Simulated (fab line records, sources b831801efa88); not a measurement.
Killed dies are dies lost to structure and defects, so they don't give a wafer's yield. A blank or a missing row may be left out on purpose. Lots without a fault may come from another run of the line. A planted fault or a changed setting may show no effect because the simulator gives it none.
fab line records | flow sfq_line
record lots=6 wafers=18 last_day=87
route steps=325 shown I4@170 JJ@178 M5@198 A5B@209 R5@225
lots that met no fault: from a run of the same line without faults
start_h: hours from the record's first day to the start of the lot's first wafer shown | wait_h: hours since the lot's step before | " the same as in the row above | L1.1+2: a row that stands for several wafers | - no value, or no start given | * or withheld: withheld | < > ~ a bound
route shown NAME@n: a module of which the file shows steps, and the number in the route of the first | usual: mean/standard deviation of fault-free wafers | same: alike in all rows | chamber/n: place in a boat | sites: the reading at each site | _std_site: their standard deviation | _edge_site: outer sites' mean less inner sites' | radius_mm: how far each site lies from the wafer's centre | mask NAME#n: copy n | behind: the tool/chamber that last shaped the wafer | hold: why the lot was held/for how many hours/how that ended | device: the transistor (n, p or np) that didn't switch | end of line: the same wafers' tests at the end of the route | a step without rows: its recipe alone | killed: dies lost to structure and defects at the first sort, not the wafer's yield | map: a wafer's dies, x killed, . not, _ none there
set.NAME: the setting as run; set.NAME@STEP: as run at that earlier step | model.NAME: the simulator's own value behind a step, which no gauge read
lots at some steps of the route; a table a step, a row a wafer
services: from which hour (start_h, from the record's first day; less than 0 if before it) a tool's chamber was out of use, for how many hours, and why
## steps
# step SFQ_TRILAYER_I4_VIA_LITHO_EXPOSE_104
# recipe mask_id=I4 na=0.6 source_shape=conventional sigma_outer=0.65 target_cd_nm=700 dose_mj=21.3
# step SFQ_TRILAYER_I4_VIA_LITHO_PEB_106
# recipe peb_temp_c=115 peb_time_s=60 resist=KrF
# step SFQ_TRILAYER_I4_VIA_LITHO_DEVELOP_105
# recipe time_s=60 resist=KrF
# step SFQ_I4_OVL_MEAS_928
# usual I4_OVL=1/5.1
# columns lot.wafer tool chamber start_h wait_h I4_OVL[nm]
L241.1 overlay-01 - 1308.93 0.1 7
L241.4 " - " " 9
L241.6 " - " " 5
L242.2 overlay-02 - 1310.13 0.1 4
L242.4 " - " " -4
L242.6 " - " " 4
L250.1 overlay-02 - 1330.69 0.1 5
L250.2 " - " " 1
L250.4 " - " " 6
L252.1 overlay-01 - 1344.03 0.1 3
L252.3 " - " " 4
L252.4 " - " " -1
L257.1 overlay-01 - 1547.92 0.1 2
L257.4 " - " " 3
L257.5 " - " " 1
L258.3 overlay-02 - 1551.53 0.1 0
L258.5 " - " " 7
L258.6 " - " " 2
# step SFQ_TRILAYER_I4_VIA_BARC_OPEN_VIA_ETCH_146
# recipe mask_material=PR chemistry=O2 target_depth_nm=125 target=BARC source_w=500 bias_w=80 pressure_mtorr=30 time_s=41.7
# usual drypump_motor_current_A=5.8/0.5 oes_product_au=0.685/0.005
# columns lot.wafer tool chamber start_h wait_h drypump_motor_current_A oes_product_au rf_hours_counter_h
L241.1 rie_diel-03 2 1308.96 0.0 5.3 0.695 10
L241.4 " 0 " " 6.3 0.688 16
L241.6 " 0 " " 6.3 0.682 -
L242.2 rie_diel-04 3 1310.16 0.0 6.6 0.684 12
L242.4 " 0 " " 5.4 0.685 12
L242.6 " 2 " " 5.5 0.686 -
L250.1 rie_diel-04 1 1330.73 0.0 5.3 0.684 11
L250.2 " 0 " " 5.3 0.683 12
L250.4 " 2 " " 5.5 0.684 7
L252.1 rie_diel-03 1 1344.06 0.0 6.6 0.682 4
L252.3 " 0 " " 6.3 0.680 17
L252.4 " 3 " " 5.9 0.688 7
L257.1 rie_diel-04 1 1547.95 0.0 5.3 0.690 15
L257.4 " 3 " " 6.6 0.684 16
L257.5 " 1 " " 5.3 0.680 -
L258.3 rie_diel-02 3 1551.55 0.0 5.7 0.688 7
L258.5 " 1 " " 5.2 0.696 -
L258.6 " 0 " " 5.9 0.684 -
# step SFQ_TRILAYER_I4_VIA_ETCH_VIA_ETCH_106
# recipe target=SiO2 stop_on=Nb mask_material=PR taper_deg=20 chemistry=CHF3 target_depth_nm=260 source_w=500 bias_w=80 pressure_mtorr=30 time_s=withheld
# step SFQ_TRILAYER_I4_VIA_STRIP_STRIP_107
# recipe gas=O2 power_w=200 platen_temp_c=40 overash_fraction=0.65 chemistry=O2 pressure_mtorr=50
# usual drypump_motor_current_A=5.7/0.32 oes_product_au=0.998/0.0084
# same overash_fraction=0.65
# columns lot.wafer tool chamber start_h wait_h drypump_motor_current_A oes_product_au rf_hours_counter_h
L241.1 rie_metal-01 0 1309.11 - 5.6 0.994 122
L241.4 " 1 " " 5.6 1.004 -
L241.6 " 0 " " 5.6 0.991 -
L242.2 rie_metal-02 1 1310.31 - 5.4 0.992 1
L242.4 " 1 " " 5.4 0.996 -
L242.6 " 1 " " 5.4 0.981 -
L250.1 rie_metal-02 0 1330.88 - 5.7 1.005 85
L250.2 " 1 " " 5.4 1.002 4
L250.4 " 0 " " 5.7 1.007 -
L252.1 rie_metal-01 1 1344.21 - 5.6 0.995 70
L252.3 " 1 " " 5.6 0.992 -
L252.4 " 0 " " 5.6 0.994 -
L257.1 rie_metal-02 0 1548.11 - 5.7 0.992 108
L257.4 " 0 " " 5.7 1.002 -
L257.5 " 0 " " 5.7 0.997 -
L258.3 rie_metal-01 0 1551.91 - 5.6 0.996 -
L258.5 " 1 " " 5.6 0.994 -
L258.6 " 0 " " 5.6 0.995 -
# step SFQ_TRILAYER_I4_VIA_STRIP_SOLV_CLEAN_108
# recipe chemistry=NMP temp_c=70 time_s=600
# step SFQ_TRILAYER_JJ_TRILAYER_DEP_PRE_CLEAN_113
# recipe gas=Ar time_s=22.5 bias_v=250
# step SFQ_TRILAYER_JJ_TRILAYER_DEP_SPUTTER_109
# recipe material=Nb base_pressure_pa=1.33e-06 chamber_pressure_pa=0.1333 substrate_temp_c=20 target_thk_nm=150 power_w=2000 time_s=100
# step SFQ_TRILAYER_JJ_TRILAYER_DEP_SPUTTER_110
# recipe material=Al base_pressure_pa=1.33e-06 target_thk_nm=8 power_w=500 time_s=10 chamber_pressure_pa=0.4
# step SFQ_TRILAYER_JJ_TRILAYER_DEP_AL_OXIDATION_111
# recipe pressure_mbar=0.014667 oxidation_time_s=600 temperature_k=293
# step SFQ_TRILAYER_JJ_TRILAYER_DEP_SPUTTER_112
# recipe material=Nb base_pressure_pa=1.33e-06 chamber_pressure_pa=0.1333 substrate_temp_c=20 target_thk_nm=170 power_w=2000 time_s=113.3
# usual cathode_dc_power_W=2000.0/0.37 throttle_valve_pct=30.0/0.79
# columns lot.wafer tool chamber start_h wait_h cathode_dc_power_W throttle_valve_pct model.Nb_of_TRILAYER_JJ_TRILAYER_DEP_SPUTTER_112.thk_nm
L241.1 pvd_sputter-06 - 1311.01 0.5 1999.8 30.4 171
L241.4 " - " " 1999.6 30.9 171.6
L241.6 " - " " 2000.4 30.9 171.7
L242.2 pvd_sputter-03 - 1312.21 0.5 1999.8 29.6 169.5
L242.4 " - " " 2000.2 30.1 168.2
L242.6 " - " " 2000.1 29.0 167.2
L250.1 pvd_sputter-06 - 1332.78 0.5 2294.5 31.0 195.5
L250.2 " - " " 2295.3 30.5 195.7
L250.4 " - " " 2295.1 31.0 193.2
L252.1 pvd_sputter-06 - 1346.11 0.5 2294.9 30.1 194.4
L252.3 " - " " 2295.7 31.0 193.3
L252.4 " - " " 2295.8 30.8 195
L257.1 pvd_sputter-05 - 1550.00 0.5 1999.8 29.5 171.6
L257.4 " - " " 1999.7 30.2 170.3
L257.5 " - " " 1999.4 29.2 172.4
L258.3 pvd_sputter-03 - 1553.60 0.5 1999.9 29.0 171.9
L258.5 " - " " 1999.7 28.9 171.4
L258.6 " - " " 2000.2 29.8 174.4
# step SFQ_JJ_RS_MEAS_929
# recipe thk_meas_gauge=four-point-probe reads=Nb_of_TRILAYER_JJ_TRILAYER_DEP_SPUTTER_112
# usual JJ_NB_RS=1.048/0.01
# columns lot.wafer tool chamber start_h wait_h hold JJ_NB_RS[ohm/sq]
L241.1 film_metro-01 - 1311.09 0.0 - 1.043
L241.4 " - " " - 1.040
L241.6 " - " " - 1.043
L242.2 film_metro-03 - 1312.31 0.1 - 1.052
L242.4 " - " " - 1.060
L242.6 " - " " - 1.065
L250.1 film_metro-01 - 1332.86 0.0 await_dispo/0.2h/release 0.914
L250.2 " - " " await_dispo/0.2h/release 0.912
L250.4 " - " " await_dispo/0.2h/release 0.924
L250.1 film_metro-01 - 1333.15 0.3 - 0.914
L250.2 " - " " - 0.913
L250.4 " - " " - 0.923
L252.1 film_metro-03 - 1346.19 0.0 await_dispo/0.2h/release 0.916
L252.3 " - " " await_dispo/0.2h/release 0.921
L252.4 " - " " await_dispo/0.2h/release 0.912
L252.1 film_metro-03 - 1346.48 0.3 - 0.915
L252.3 " - " " - 0.920
L252.4 " - " " - 0.912
L257.1 film_metro-03 - 1550.08 0.0 - 1.039
L257.4 " - " " - 1.046
L257.5 " - " " - 1.034
L258.3 film_metro-03 - 1553.72 0.1 - 1.037
L258.5 " - " " - 1.040
L258.6 " - " " - 1.022
# step SFQ_TRILAYER_JJ_CE_LITHO_COAT_114
# recipe resist=KrF spin_rpm=3000 resist_thk_nm=600
# step SFQ_TRILAYER_JJ_CE_LITHO_SOFTBAKE_118
# recipe temp_c=withheld time_s=withheld resist=KrF
# step SFQ_TRILAYER_JJ_CE_LITHO_EXPOSE_115
# recipe mask_id=J5 na=0.6 source_shape=conventional sigma_outer=0.65 target_cd_nm=700 dose_mj=14.4
# step SFQ_TRILAYER_JJ_CE_LITHO_PEB_117
# recipe peb_temp_c=115 peb_time_s=60 resist=KrF
# step SFQ_TRILAYER_JJ_CE_LITHO_DEVELOP_116
# recipe time_s=60 resist=KrF
# step SFQ_JJ_OVL_MEAS_931
# usual J5_OVL=-3/4.8
# columns lot.wafer tool chamber start_h wait_h J5_OVL[nm]
L241.1 overlay-02 - 1419.39 0.1 1
L241.4 " - " " 0
L241.6 " - " " -2
L242.2 overlay-02 - 1421.80 0.1 7
L242.4 " - " " 6
L242.6 " - " " 8
L250.1 overlay-02 - 1445.79 0.1 -2
L250.2 " - " " -6
L250.4 " - " " -5
L252.1 overlay-01 - 1456.59 0.1 -6
L252.3 " - " " -6
L252.4 " - " " -2
L257.1 overlay-01 - 1552.75 0.1 -3
L257.4 " - " " 2
L257.5 " - " " -5
L258.3 overlay-01 - 1556.13 0.1 -7
L258.5 " - " " -2
L258.6 " - " " -4
# step SFQ_TRILAYER_JJ_CE_METRO_MEASURE_117
# step SFQ_TRILAYER_JJ_CE_BARC_OPEN_RIE_150
# recipe mask_material=PR chemistry=O2 target_depth_nm=240 target=BARC icp_w=600 bias_w=80 pressure_mtorr=10 time_s=80
# usual drypump_motor_current_A=5.84/0.26 oes_product_au=0.538/0.0045
# columns lot.wafer tool chamber start_h wait_h drypump_motor_current_A oes_product_au rf_hours_counter_h
L241.1 rie_metal-04 0 1420.63 1.0 5.81 0.542 88
L241.4 " 1 " " 5.95 0.539 -
L241.6 " 1 " " 5.94 0.537 -
L242.2 rie_metal-04 1 1423.03 0.8 5.91 0.538 78
L242.4 " 0 " " 5.79 0.538 -
L242.6 " 0 " " 5.79 0.536 -
L250.1 rie_metal-04 1 1447.03 1.0 5.91 0.540 82
L250.2 " 0 " " 5.76 0.537 92
L250.4 " 1 " " 5.91 0.533 -
L252.1 rie_metal-01 1 1457.83 1.0 5.61 0.543 87
L252.3 " 1 " " 5.62 0.544 -
L252.4 " 1 " " 5.60 0.540 -
L257.1 rie_metal-01 0 1553.98 1.0 5.58 0.541 11
L257.4 " 1 " " 5.58 0.538 -
L257.5 " 1 " " 5.59 0.534 -
L258.3 rie_metal-03 1 1557.38 0.6 6.01 0.542 -
L258.5 " 1 " " 6.02 0.539 -
L258.6 " 0 " " 6.47 0.542 -
# step SFQ_TRILAYER_JJ_CE_ETCH_RIE_118
# recipe target=Nb stop_on=Al2O3 mask_material=PR taper_deg=13.257 over_etch_frac=0.15 time_s=97.7 chemistry=SF6 target_depth_nm=170 icp_w=600 bias_w=80 pressure_mtorr=10
# usual drypump_motor_current_A=5.84/0.26 oes_product_au=0.988/0.0067
# columns lot.wafer tool chamber start_h wait_h drypump_motor_current_A oes_product_au rf_hours_counter_h
L241.1 rie_metal-04 0 1420.72 0.1 5.79 0.993 88
L241.4 " 1 " " 5.91 0.998 -
L241.6 " 1 " " 5.91 0.985 -
L242.2 rie_metal-04 1 1423.12 0.1 5.91 0.980 78
L242.4 " 0 " " 5.79 0.985 -
L242.6 " 0 " " 5.79 0.982 -
L250.1 rie_metal-04 1 1447.12 0.1 5.90 1.000 82
L250.2 " 0 " " 5.78 1.002 92
L250.4 " 1 " " 5.93 1.001 -
L252.1 rie_metal-01 1 1458.01 0.2 5.59 0.992 87
L252.3 " 1 " " 5.60 1.001 -
L252.4 " 1 " " 5.60 0.994 -
L257.1 rie_metal-01 0 1554.07 0.1 5.57 0.986 11
L257.4 " 1 " " 5.61 0.982 -
L257.5 " 1 " " 5.60 0.996 -
L258.3 rie_metal-03 1 1557.48 0.1 6.04 0.994 -
L258.5 " 1 " " 6.04 0.991 -
L258.6 " 0 " " 6.43 0.986 -
# step SFQ_TRILAYER_JJ_ANODIZE_ANODIZE_119
# recipe current_density_ma_cm2=withheld end_current_density_ma_cm2=withheld bath_temp_c=withheld
# step SFQ_TRILAYER_JJ_CE_STRIP_STRIP_120
# recipe gas=O2 power_w=200 platen_temp_c=40 overash_fraction=0.65 chemistry=O2 pressure_mtorr=50
# step SFQ_TRILAYER_JJ_CE_STRIP_SOLV_CLEAN_121
# recipe chemistry=NMP temp_c=70 time_s=600
# step SFQ_TRILAYER_M5_LITHO_COAT_128
# recipe resist=BARC spin_rpm=3000 resist_thk_nm=62
# step SFQ_TRILAYER_M5_LITHO_COAT_123
# recipe resist=KrF spin_rpm=3000 resist_thk_nm=600
# step SFQ_TRILAYER_M5_LITHO_SOFTBAKE_127
# recipe temp_c=withheld time_s=withheld resist=KrF
# step SFQ_TRILAYER_M5_LITHO_EXPOSE_124
# recipe mask_id=M5 na=0.6 source_shape=conventional sigma_outer=0.65 target_cd_nm=700 dose_mj=14.4
# step SFQ_TRILAYER_M5_LITHO_PEB_126
# recipe peb_temp_c=115 peb_time_s=60 resist=KrF
# step SFQ_TRILAYER_M5_LITHO_DEVELOP_125
# recipe time_s=60 resist=KrF
# step SFQ_M5_OVL_MEAS_932
# usual M5_OVL=2/4.7
# columns lot.wafer tool chamber start_h wait_h M5_OVL[nm]
L241.1 overlay-01 - 1538.32 0.1 2
L241.4 " - " " 5
L241.6 " - " " 0
L242.2 overlay-01 - 1541.92 0.1 9
L242.4 " - " " 5
L242.6 " - " " 8
L250.1 overlay-01 - 1570.32 0.1 6
L250.2 " - " " 2
L250.4 " - " " -2
L252.1 overlay-01 - 1587.64 0.1 1
L252.3 " - " " -2
L252.4 " - " " -2
L257.1 overlay-02 - 1677.64 0.1 3
L257.4 " - " " -1
L257.5 " - " " 3
L258.3 overlay-02 - 1678.98 0.1 3
L258.5 " - " " 4
L258.6 " - " " 2
# step SFQ_TRILAYER_M5_BARC_OPEN_METAL_ETCH_161
# recipe mask_material=PR chemistry=O2 target_depth_nm=125 target=BARC icp_w=600 bias_w=80 pressure_mtorr=10 time_s=41.7
# step SFQ_TRILAYER_M5_ETCH_METAL_ETCH_126
# recipe target=Nb stop_on=SiO2 mask_material=PR over_etch_frac=0.15 time_s=203.2 chemistry=Cl2/BCl3 target_depth_nm=265 icp_w=600 bias_w=80 pressure_mtorr=10
# usual drypump_motor_current_A=6.0/0.35 oes_product_au=0.731/0.0055
# columns lot.wafer tool chamber start_h wait_h drypump_motor_current_A oes_product_au rf_hours_counter_h
L241.1 rie_metal-02 0 1538.41 0.0 5.7 0.735 105
L241.4 " 1 " " 5.4 0.742 -
L241.6 " 1 " " 5.4 0.731 -
L242.2 rie_metal-03 1 1542.01 0.0 6.0 0.732 75
L242.4 " 0 " " 6.4 0.731 -
L242.6 " 1 " " 6.0 0.733 -
L250.1 rie_metal-02 1 1570.42 0.0 5.4 0.730 33
L250.2 " 0 " " 5.7 0.736 112
L250.4 " 0 " " 5.7 0.737 -
L252.1 rie_metal-04 1 1587.74 0.0 6.0 0.718 100
L252.3 " 0 " " 5.8 0.737 -
L252.4 " 1 " " 6.0 0.722 -
L257.1 rie_metal-03 0 1677.74 0.0 6.5 0.725 20
L257.4 " 1 " " 6.0 0.726 -
L257.5 " 1 " " 6.0 0.728 -
L258.3 rie_metal-04 0 1679.25 0.2 5.8 0.733 -
L258.5 " 0 " " 5.8 0.727 -
L258.6 " 0 " " 5.8 0.725 -
# step SFQ_TRILAYER_M5_STRIP_STRIP_127
# recipe gas=O2 power_w=200 platen_temp_c=40 overash_fraction=0.65 chemistry=O2 pressure_mtorr=50
# step SFQ_TRILAYER_M5_STRIP_SOLV_CLEAN_128
# recipe chemistry=NMP temp_c=70 time_s=600
# step SFQ_TRILAYER_A5B_DEP_PECVD_129
# recipe material=SiO2 temp_c=150 time_s=133.33 pressure_torr=2.4 rf_w=183.3 precursor=SiH4/N2O target_thk_nm=600
# step SFQ_TRILAYER_A5B_CMP_CMP_130
# recipe stop_on=Nb down_force_psi=3 platen_rpm=60 target_thk_nm=340.7
# step SFQ_TRILAYER_A5B_METRO_MEASURE_131
# step SFQ_TRILAYER_R5_ETCH_METAL_ETCH_139
# recipe stop_on=SiO2 mask_material=PR chemistry=Cl2 target_depth_nm=60 icp_w=600 bias_w=80 pressure_mtorr=10 time_s=40
# usual drypump_motor_current_A=5.70/0.17 oes_product_au=0.990/0.0053
# columns lot.wafer tool chamber start_h wait_h drypump_motor_current_A oes_product_au rf_hours_counter_h model.Nb_of_TRILAYER_JJ_TRILAYER_DEP_SPUTTER_112.thk_nm
L241.1 rie_metal-04 1 1572.96 0.0 5.92 0.982 98 161.1
L241.4 " 1 " " 5.93 0.987 - 161.7
L241.6 " 0 " " 5.78 0.993 - 161.8
L242.2 rie_metal-02 0 1574.16 0.0 5.69 1.001 112 159.6
L242.4 " 0 " " 5.72 0.993 - 158.2
L242.6 " 1 " " 5.40 1.000 - 157.1
L250.1 rie_metal-01 1 1583.76 0.0 5.62 0.984 105 185.4
L250.2 " 0 " " 5.57 0.982 15 185.8
L250.4 " 1 " " 5.62 1.001 - 183.1
L252.1 rie_metal-01 1 1595.62 0.0 5.60 0.989 106 184.4
L252.3 " 1 " " 5.59 0.986 - 183.3
L252.4 " 0 " " 5.59 0.980 - 185.1
L257.1 rie_metal-02 1 1687.20 0.1 5.39 0.980 46 161.6
L257.4 " 1 " " 5.38 0.999 - 160.3
L257.5 " 1 " " 5.38 0.991 - 162.5
L258.3 rie_metal-04 0 1688.36 0.0 5.79 0.990 - 162
L258.5 " 0 " " 5.78 0.990 - 161.4
L258.6 " 1 " " 5.91 0.991 - 164.5
## services
# columns tool chamber start_h hours kind
pvd_sputter-06 - 1287.46 3.6 repair
rie_diel-04 3 1288.87 3.8 repair
rie_diel-04 0 1337.39 19.5 repair
rie_metal-03 - 1343.90 2.8 pm
rie_metal-01 - 1348.45 2.8 pm
rie_metal-04 - 1391.62 0.8 repair
rie_metal-03 1 1395.10 15.7 repair
rie_metal-01 - 1396.64 14.6 pm
rie_metal-02 0 1404.21 4.0 repair
rie_metal-02 - 1415.92 28.1 pm
rie_metal-03 - 1433.80 28.1 pm
rie_diel-04 3 1482.71 3.0 repair
rie_diel-04 2 1520.12 3.4 repair
rie_diel-04 0 1522.65 16.6 repair
rie_diel-04 3 1524.35 1.8 repair
rie_metal-02 - 1529.40 0.8 repair
rie_metal-03 1 1563.29 23.9 repair
rie_diel-04 2 1583.18 6.8 repair
rie_metal-01 - 1608.60 0.2 repair
rie_metal-03 - 1615.64 0.7 repair
rie_metal-02 - 1632.35 2.8 pm
rie_metal-04 0 1660.49 6.5 repair
rie_metal-04 1 1662.43 19.2 repair
rie_metal-02 1 1674.84 10.0 repair
## key
first_sign step=SFQ_TRILAYER_JJ_TRILAYER_DEP_SPUTTER_112 reading=cathode_dc_power_W direction=up sigmas=99+ usual=2000.0 struck=2295.2
effect step=SFQ_JJ_RS_MEAS_929 reading=visit direction=added
effect step=SFQ_JJ_RS_MEAS_929 reading=JJ_NB_RS direction=down sigmas=13 usual=1.048 struck=0.916
model_effect step=SFQ_TRILAYER_JJ_TRILAYER_DEP_SPUTTER_112 value=Nb_of_TRILAYER_JJ_TRILAYER_DEP_SPUTTER_112.thk_nm without=169.4 struck=194.5
model_effect step=SFQ_TRILAYER_R5_ETCH_METAL_ETCH_139 value=Nb_of_TRILAYER_JJ_TRILAYER_DEP_SPUTTER_112.thk_nm without=159.4 struck=184.5
met_at SFQ_TRILAYER_JJ_TRILAYER_DEP_SPUTTER_112
struck_wafers L250.1,L250.2,L250.4,L252.1,L252.3,L252.4
onset_between 1311.01 1332.78
fault kind=process_parameter_drift tool=pvd_sputter-06 chamber=- onset_h=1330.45 steps=SFQ_TRILAYER_JJ_TRILAYER_DEP_SPUTTER_112 channel=power_w offset=295.17 shape=step end_h=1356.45 acts_in=these_recipes_only stated=2000
